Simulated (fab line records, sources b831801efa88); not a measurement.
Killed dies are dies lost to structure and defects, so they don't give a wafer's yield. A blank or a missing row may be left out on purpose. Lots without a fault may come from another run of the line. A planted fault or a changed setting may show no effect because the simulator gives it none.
A struck lot beside a sound one | flow sfq_line | 42 steps out of a route of 325
Sound: wafers L328.1, L328.5, L328.6. Struck: wafer L334.3. (L334.2, L334.4 of the same lot were not struck and are left out.) The cause comes at the end.
At each step with rows: each side's tool, then ch and its chambers, then its first start. Under that, the readings that differ: sound wafers | struck wafers | difference of the means | sigmas: that difference in standard deviations of wafers without a fault.
alike: readings whose means differ by less than 2 such deviations, and words and numbers that are the same on both sides. not compared: withheld readings, readings that some wafer has no value for, bounds like >300 that may hide the same value, and numbers for which the record gives no deviation and whose values overlap.
The two part at a step that has a row with sigmas, a row that says differs or no value, or rows on one side only. Numbers that don't overlap but have no deviation are shown without sigmas and don't part them. A reading that every wafer of one side lacks parts them only if that side has two wafers or more.

first, 6 steps without rows for these wafers: SFQ_TRILAYER_I0_VIA_LITHO_COAT_036 (resist thk 62 nm); SFQ_TRILAYER_I0_VIA_LITHO_COAT_031 (resist thk 650 nm); SFQ_TRILAYER_I0_VIA_LITHO_SOFTBAKE_035; SFQ_TRILAYER_I0_VIA_LITHO_EXPOSE_032 (exposes mask I0, target cd 500 nm); SFQ_TRILAYER_I0_VIA_LITHO_PEB_034 (peb time 60 s); SFQ_TRILAYER_I0_VIA_LITHO_DEVELOP_033 (time 60 s).
SFQ_I0_OVL_MEAS_908:
  sound on overlay-02, day 13 11:25; struck on overlay-01, day 15 03:30
  alike: I0_OVL
then, 2 steps without rows for these wafers: SFQ_TRILAYER_I0_VIA_BARC_OPEN_VIA_ETCH_046 (etches BARC in O2, target depth 125 nm, time 41.7 s); SFQ_TRILAYER_I0_VIA_ETCH_VIA_ETCH_034 (etches SiO2 in CHF3, stops on Nb, target depth 260 nm).
SFQ_TRILAYER_I0_VIA_STRIP_STRIP_035: strips in O2.
  sound on rie_metal-02 ch 0,1, day 13 11:36; struck on rie_metal-02 ch 1, day 15 03:41
  alike: drypump_motor_current_A, oes_product_au
  not compared: rf_hours_counter_h
then, 2 steps without rows for these wafers: SFQ_TRILAYER_I0_VIA_STRIP_SOLV_CLEAN_036 (cleans in NMP, time 600 s); SFQ_TRILAYER_M1_DEP_PRE_CLEAN_038 (time 22.5 s).
SFQ_TRILAYER_M1_DEP_SPUTTER_037: material Nb, target thk 200 nm, time 133.3 s.
  sound on pvd_sputter-03, day 13 12:25; struck on pvd_sputter-03, day 15 04:29
  reading                                             | sound             | struck | difference | sigmas
  model.Nb_of_TRILAYER_M1_DEP_SPUTTER_037.thk_nm (nm) | 196.6 193.6 196.7 | 325.9  | +130.3     |
  alike: base_pressure_pa, throttle_valve_pct
SFQ_M1_RS_MEAS_909: measures by four-point-probe.
  sound on film_metro-01, day 13 12:31; struck on film_metro-04, day 15 04:36
  reading           | sound             | struck | difference | sigmas
  M1_NB_RS (ohm/sq) | 0.904 0.919 0.905 | 0.544  | -0.365     | -37
then, 6 steps without rows for these wafers: SFQ_TRILAYER_M1_LITHO_COAT_044 (resist thk 62 nm); SFQ_TRILAYER_M1_LITHO_COAT_039 (resist thk 600 nm); SFQ_TRILAYER_M1_LITHO_SOFTBAKE_043; SFQ_TRILAYER_M1_LITHO_EXPOSE_040 (exposes mask M1, target cd 500 nm); SFQ_TRILAYER_M1_LITHO_PEB_042 (peb time 60 s); SFQ_TRILAYER_M1_LITHO_DEVELOP_041 (time 60 s).
-- the record jumps here: 5 days lie between the struck wafers' starts before and after --
SFQ_M1_OVL_MEAS_911:
  sound on overlay-02, day 18 04:05; struck on overlay-02, day 20 00:37
  alike: M1_OVL
then, 1 step without rows for these wafers: SFQ_TRILAYER_M1_BARC_OPEN_METAL_ETCH_054 (etches BARC in O2, target depth 125 nm, time 41.7 s).
SFQ_TRILAYER_M1_ETCH_METAL_ETCH_042: etches Nb in Cl2/Ar, stops on SiO2, target depth 240 nm, time 120 s.
  sound on rie_metal-03 ch 0,1, day 18 04:11; struck on rie_metal-01 ch 1, day 20 00:43
  reading                     | sound             | struck | difference | sigmas
  drypump_motor_current_A (A) | 5.1 5.1 5.3       | 6.7    | +1.5       | +2
  oes_product_au (a.u.)       | 0.885 0.879 0.887 | 0.987  | +0.103     | +14
  not compared: rf_hours_counter_h
SFQ_TRILAYER_M1_STRIP_STRIP_043: strips in O2.
  sound on rie_metal-03 ch 0,1, day 18 04:19; struck on rie_metal-01 ch 1, day 20 00:50
  reading                     | sound       | struck | difference | sigmas
  drypump_motor_current_A (A) | 5.1 5.1 5.3 | 6.6    | +1.4       | +2
  alike: oes_product_au
  not compared: rf_hours_counter_h
then, 1 step without rows for these wafers: SFQ_TRILAYER_M1_STRIP_SOLV_CLEAN_044 (cleans in NMP, time 600 s).
SFQ_TRILAYER_I1_DEP_PECVD_045: deposits SiO2 from SiH4/N2O, time 111.11 s, target thk 500 nm.
  sound on pecvd-03 ch 0,1, day 18 05:05; struck on pecvd-03 ch 0, day 20 01:37
  alike: heater_power_w, showerhead_vpp_V, throttle_valve_pct
  not compared: since_wet_clean_h
SFQ_TRILAYER_I1_CMP_CMP_046: polishes SiO2.
  sound on cmp-02 ch 0,1, day 18 05:46; struck on cmp-01 ch 0, day 20 09:17
  alike: motor_current_A, time_to_endpoint_s
SFQ_I1_BOW_MEAS_912:
  sound on film_metro-01, day 18 08:46; struck on film_metro-01, day 20 11:18
  alike: I1_BOW
then, 7 steps without rows for these wafers: SFQ_TRILAYER_I1_METRO_MEASURE_047; SFQ_TRILAYER_I1_VIA_LITHO_COAT_054 (resist thk 62 nm); SFQ_TRILAYER_I1_VIA_LITHO_COAT_049 (resist thk 650 nm); SFQ_TRILAYER_I1_VIA_LITHO_SOFTBAKE_053; SFQ_TRILAYER_I1_VIA_LITHO_EXPOSE_050 (exposes mask I1, target cd 500 nm); SFQ_TRILAYER_I1_VIA_LITHO_PEB_052 (peb time 60 s); SFQ_TRILAYER_I1_VIA_LITHO_DEVELOP_051 (time 60 s).
-- the record jumps here: 5 days lie between the struck wafers' starts before and after --
SFQ_I1_OVL_MEAS_913:
  sound on overlay-01, day 23 13:08; struck on overlay-02, day 25 18:49
  alike: I1_OVL
SFQ_TRILAYER_I1_VIA_BARC_OPEN_VIA_ETCH_071: etches BARC in O2, target depth 125 nm, time 41.7 s.
  sound on rie_diel-03 ch 0,3, day 23 13:11; struck on rie_diel-01 ch 0, day 25 18:51
  alike: drypump_motor_current_A, oes_product_au
  not compared: rf_hours_counter_h
then, 4 steps without rows for these wafers: SFQ_TRILAYER_I1_VIA_ETCH_VIA_ETCH_052 (etches SiO2 in CHF3, stops on Nb, target depth 260 nm); SFQ_TRILAYER_I1_VIA_STRIP_STRIP_053 (strips in O2); SFQ_TRILAYER_I1_VIA_STRIP_SOLV_CLEAN_054 (cleans in NMP, time 600 s); SFQ_TRILAYER_M2_DEP_PRE_CLEAN_056 (time 22.5 s).
-- the record jumps here: 52 days lie between the struck wafers' starts before and after --
SFQ_M8_BOW_MEAS_951:
  sound on film_metro-03, day 75 06:47; struck on film_metro-02, day 77 19:08
  reading                       | sound               | struck | difference | sigmas
  model.etest.m1.comb_log10_ohm | 12 12 12            | 0      | -12        |
  model.etest.m1.ohm_sq         | 0.9039 0.9176 0.903 | 0.5452 | -0.3630    |
  alike: M8_BOW

WHERE THEY PART
First at SFQ_M1_RS_MEAS_909; last, within this record, at SFQ_TRILAYER_M1_STRIP_STRIP_043. Later steps at which nothing parts them and some readings are alike: SFQ_TRILAYER_I1_DEP_PECVD_045, SFQ_TRILAYER_I1_CMP_CMP_046, SFQ_I1_BOW_MEAS_912, SFQ_I1_OVL_MEAS_913, SFQ_TRILAYER_I1_VIA_BARC_OPEN_VIA_ETCH_071, SFQ_M8_BOW_MEAS_951.

WHY: what the simulator had put in
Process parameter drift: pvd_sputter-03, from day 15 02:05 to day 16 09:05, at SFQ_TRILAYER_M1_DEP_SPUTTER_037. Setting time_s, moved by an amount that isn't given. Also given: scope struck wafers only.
